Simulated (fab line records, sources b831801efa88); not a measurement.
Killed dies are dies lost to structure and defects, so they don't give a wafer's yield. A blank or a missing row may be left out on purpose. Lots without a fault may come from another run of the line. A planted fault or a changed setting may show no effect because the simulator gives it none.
One fault seen from 2 desks | flow sky130 | each desk has only its own numbers; what lay behind them comes last

THE METROLOGY DESK
What the gauges read, lot by lot, whatever tool the lot ran on: means of the sampled wafers that have a number. A lot is out of limits, marked OUT, if its mean lies more than 4 standard deviations from the usual mean; the brackets give that distance.
Columns: A = VT_ADJUST_LVTN_OVL at SKY_VT_ADJUST_LVTN_OVL_MEAS_07, usual 0.1 nm; B = VT_ADJUST_PCH_TW at SKY_VT_ADJUST_PCH_TW_MEAS_10, usual 143.2; C = SONOS_ONO_CVD_04_THK at SKY_SONOS_ONO_THK_MEAS_05, usual 5.67 nm; D = LDD_HVN_OVL at SKY_LDD_HVN_OVL_MEAS_07, usual -0.8 nm
lot  | first seen here | A    | B     | C               | D
L892 | day 7 00:13     | -0.3 | 140.0 | 5.78            | -0.6
L893 | day 7 04:59     | -0.9 | 143.6 | 5.71            | 2.2
L894 | day 7 12:40     | 0.3  | 143.2 | 5.71            | -0.7
L895 | day 7 19:25     | 1.1  | 140.4 | 5.52            | -0.1
L898 | day 8 13:40     | 0.7  | 140.6 | 5.69            | -1.8
L899 | day 8 21:45     | 1.1  | 143.7 | 5.57            | -2.0
L900 | day 9 05:22     | 2.5  | 143.5 | 5.80            | -0.2
L901 | day 9 08:55     | 1.9  | 143.6 | 5.62            | -2.7
L902 | day 9 16:29     | 0.0  | 142.7 | 5.59            | -1.5
L903 | day 9 22:08     | -2.0 | 144.9 | 5.73            | 1.2
L906 | day 10 17:42    | 3.0  | 145.4 | 5.64            | -1.8
L911 | day 12 10:41    | 1.8  | 142.9 | 4.83 (-8.4) OUT | 0.0
L912 | day 12 11:02    | -2.8 | 142.8 | 4.67 (-10) OUT  | 1.4
L913 | day 12 19:46    | 0.6  | 143.9 | 4.78 (-8.9) OUT | -1.4
This desk's finding: out of limits on L911, L912, L913; first on L911, day 18 05:18 (SONOS_ONO_CVD_04_THK at SKY_SONOS_ONO_THK_MEAS_05). In limits: L892, L893, L894, L895, L898, L899, L900, L901, L902, L903, L906.

THE TOOL OWNER'S DESK: lpcvd-03
The tool's own readings at SKY_SONOS_ONO_CVD_04 (deposits SiO2 from SiH4/N2O, target thk 5.7199 nm): means of the sampled wafers that have a number, for each lot that ran on this tool. A lot is out of limits, marked OUT, if its mean lies more than 4 standard deviations from the usual mean; the brackets give that distance.
Columns: A = spike_tc_top_C at SKY_SONOS_ONO_CVD_04, usual 911.9 C; B = spike_tc_upper_C at SKY_SONOS_ONO_CVD_04, usual 900.2 C
lot  | first seen here | A     | B
L892 | day 11 19:13    | 911.5 | 901.1
L893 | day 11 23:35    | 911.1 | 901.8
L894 | day 12 08:02    | 910.5 | 901.1
L895 | day 12 16:34    | 910.8 | 901.5
L898 | day 13 14:20    | 912.7 | 899.0
L899 | day 14 04:16    | 911.7 | 901.4
L900 | day 14 22:08    | 913.6 | 899.5
L901 | day 14 22:08    | 912.8 | 899.3
L902 | day 15 01:13    | 910.8 | 901.9
L903 | day 15 06:32    | 913.2 | 898.9
L906 | day 16 05:04    | 913.2 | 898.2
L911 | day 18 04:03    | 913.2 | 898.9
L912 | day 18 05:37    | 911.9 | 899.7
L913 | day 18 16:35    | 910.6 | 901.2
This desk's finding: nothing out of limits on any of the 14 lots.

PUT TOGETHER
The metrology desk could have raised an alarm at day 18 05:18, on L911, L912, L913.
The tool owner's desk saw nothing out of limits.
The tool owner's desk has L911, L912, L913 on record, within its limits.
Of the lots named, all ran SKY_SONOS_ONO_CVD_04 on lpcvd-03.

WHAT THE SIMULATOR HAD PUT IN
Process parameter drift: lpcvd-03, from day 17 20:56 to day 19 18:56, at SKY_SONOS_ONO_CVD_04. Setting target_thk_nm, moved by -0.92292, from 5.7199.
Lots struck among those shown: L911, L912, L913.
Hours from the fault's start to each desk's first reading out of limits: the metrology desk, 8.
